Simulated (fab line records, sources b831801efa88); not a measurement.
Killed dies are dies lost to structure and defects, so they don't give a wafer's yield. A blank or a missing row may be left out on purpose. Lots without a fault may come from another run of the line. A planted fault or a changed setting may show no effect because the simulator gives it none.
Which tool did it? | flow sky130 | 11 lots, 33 wafers sampled, at 3 steps of a route of 708

WHAT THE GAUGES READ, wafer by wafer
SKY_SD_N_RS_MEAS_16: measures by four-point-probe.
lot  | measured     | on            | SD_N_RS (ohm/sq)
L131 | day 28 06:51 | film_metro-02 | 68.72 68.80 68.65
L132 | day 28 09:15 | film_metro-04 | 68.56 68.83 68.62
L135 | day 29 11:17 | film_metro-02 | 63.38 63.17 63.23
L137 | day 30 13:44 | film_metro-04 | 63.14 63.19 63.19
L146 | day 33 02:53 | film_metro-04 | 68.68 68.59 68.75
L147 | day 33 04:08 | film_metro-04 | 68.68 68.37 68.50
L149 | day 34 02:50 | film_metro-04 | 68.49 68.57 68.55
L151 | day 34 14:03 | film_metro-04 | 68.64 68.32 68.67
L152 | day 35 01:36 | film_metro-01 | 68.79 68.96 68.58
L153 | day 35 06:31 | film_metro-01 | 68.71 68.85 68.79
L154 | day 35 12:44 | film_metro-01 | 68.77 68.80 68.73

WHICH TOOL RAN EACH LOT (tool, then ch and the chambers of the sampled wafers, then the start)
lot  | SKY_VT_ADJUST_LVTN_STRIP_09          | SKY_SD_N_RTA_14
L131 | plasma_asher-03 ch 0,1, day 7 03:29  | rtp_anneal-02 ch 0, day 28 06:40
L132 | plasma_asher-03 ch 0,1, day 7 04:38  | rtp_anneal-01 ch 0, day 28 09:04
L135 | plasma_asher-03 ch 0,1, day 8 01:13  | rtp_anneal-02 ch 0, day 29 11:07
L137 | plasma_asher-04 ch 0,1, day 8 13:50  | rtp_anneal-02 ch 0, day 30 13:34
L146 | plasma_asher-03 ch 0,1, day 10 22:14 | rtp_anneal-01 ch 0, day 33 02:43
L147 | plasma_asher-02 ch 0,1, day 11 03:31 | rtp_anneal-02 ch 0, day 33 03:56
L149 | plasma_asher-03 ch 0,1, day 11 16:53 | rtp_anneal-02 ch 0, day 34 02:40
L151 | plasma_asher-03 ch 0,1, day 12 07:59 | rtp_anneal-02 ch 0, day 34 13:52
L152 | plasma_asher-02 ch 0,1, day 12 17:34 | rtp_anneal-01 ch 0, day 35 01:25
L153 | plasma_asher-04 ch 0,1, day 12 22:43 | rtp_anneal-02 ch 0, day 35 06:20
L154 | plasma_asher-04 ch 0,1, day 13 08:02 | rtp_anneal-01 ch 0, day 35 12:34
- SKY_VT_ADJUST_LVTN_STRIP_09: strips in O2/N2.
- SKY_SD_N_RTA_14: time 2 s.

THE ANSWER, worked out from the rows above alone
Rule: what is usual is taken from the lots themselves. Put in order of their means at a reading, lots are off if they are a third of the lots or fewer, leave a main group of 4 or more, and stand apart from it by a gap of 3 or more times the standard deviation of the main group's means; of several such gaps the widest counts. A main group whose means are all the same, to the digits that the tables above print for the reading, isn't used. A lot without any number at a reading at which 4 lots or more have one is off too. The other lots that the step has rows for count as sound.
Off: L135, L137, at SKY_SD_N_RS_MEAS_16 (SD_N_RS). The main group: mean 68.67 ohm/sq, standard deviation 0.1.
A tool fits if, at a process step before that reading, it ran every lot that is off, and no sound lot after the first of them. The gauges at SKY_SD_N_RS_MEAS_16 are tried like those tools. None of those tried fits.

WHAT THE SIMULATOR HAD PUT IN
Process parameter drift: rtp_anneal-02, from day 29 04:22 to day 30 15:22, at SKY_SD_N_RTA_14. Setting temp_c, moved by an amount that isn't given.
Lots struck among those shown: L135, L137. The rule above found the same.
